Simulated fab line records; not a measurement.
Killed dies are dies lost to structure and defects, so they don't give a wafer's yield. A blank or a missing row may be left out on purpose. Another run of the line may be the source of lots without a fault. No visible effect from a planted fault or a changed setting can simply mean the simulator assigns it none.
Which tool is to blame?	flow gf180mcu	12 lots, 34 wafers sampled, at 2 steps of a route of 602

== WHAT THE GAUGES SHOWED, per wafer ==
GF_M4_THK_MEAS_06: measures by xrf.
lot	measured	on	M4_ALCU_THK (nm)
L649	day 22 17:47	film-metro-03	442 448 444
L652	day 23 19:10	film-metro-01	454 448 454
L655	day 24 19:37	film-metro-01	451 451 446
L656	day 25 11:33	film-metro-01	446 440 444
L659	day 26 02:27	film-metro-01	456 447
L660	day 26 05:25	film-metro-03	453 445
L665	day 27 18:53	film-metro-04	450 451 452
L667	day 28 06:04	film-metro-04	445 445 443
L669	day 28 20:50	film-metro-03	457 447 444
L670	day 29 03:31	film-metro-04	453 444 448
L671	day 29 10:42	film-metro-04	457 453 449
L672	day 29 18:01	film-metro-04	440 439 443

== WHAT TOOL EACH LOT RAN ON (gives the tool, then ch and the chambers of the sampled wafers, and finally the start) ==
lot	GF_M4_SPUTTER_02
L649	pvd-sputter-03, day 22 17:33
L652	pvd-sputter-04, day 23 18:58
L655	pvd-sputter-03, day 24 19:24
L656	pvd-sputter-01, day 25 11:20
L659	pvd-sputter-03, day 26 02:14
L660	pvd-sputter-04, day 26 05:11
L665	pvd-sputter-03, day 27 18:41
L667	pvd-sputter-04, day 28 05:52
L669	pvd-sputter-04, day 28 20:36
L670	pvd-sputter-03, day 29 03:18
L671	pvd-sputter-03, day 29 10:29
L672	pvd-sputter-01, day 29 17:47
- GF_M4_SPUTTER_02: material AlCu, target thk 450 nm, time 23.9 s.

== WHAT THE TOOLS THEMSELVES READ (means of the sampled wafers that have a number; where no wafer has one, the mark that the record gives instead) ==
GF_M4_SPUTTER_02.
lot	tool	throttle-valve-pct (%)
L649	pvd-sputter-03	29.6
L652	pvd-sputter-04	29.5
L655	pvd-sputter-03	31.0
L656	pvd-sputter-01	30.1
L659	pvd-sputter-03	27.6
L660	pvd-sputter-04	29.5
L665	pvd-sputter-03	28.9
L667	pvd-sputter-04	30.1
L669	pvd-sputter-04	30.1
L670	pvd-sputter-03	30.7
L671	pvd-sputter-03	31.0
L672	pvd-sputter-01	30.3

== THE ANSWER, worked out from the rows above alone ==
Rule: the usual values come from the lots themselves. Put in order of their means at a reading, lots are off if they are a third of the lots or fewer, leave a main group of 4 or more, and stand apart from it by a gap of 3 or more times the standard deviation of the main group's means; of several such gaps the widest counts. If all means in a main group match to the digits the tables above print for the reading, that group is not used. Also off: a lot with no number at a reading for which 4 or more lots have one. Any other lot the step has rows for is counted as sound. The gauges are gone through in route order, then the tools' own readings, and for those a lot's mean is taken as printed above. At the first step where some lot is off, the reading lying furthest off is the one used; lots without a number count as furthest.
No lot is off on any of the readings shown, so nothing can be concluded from this.

== WHAT HAD BEEN PUT IN BY THE SIMULATOR ==
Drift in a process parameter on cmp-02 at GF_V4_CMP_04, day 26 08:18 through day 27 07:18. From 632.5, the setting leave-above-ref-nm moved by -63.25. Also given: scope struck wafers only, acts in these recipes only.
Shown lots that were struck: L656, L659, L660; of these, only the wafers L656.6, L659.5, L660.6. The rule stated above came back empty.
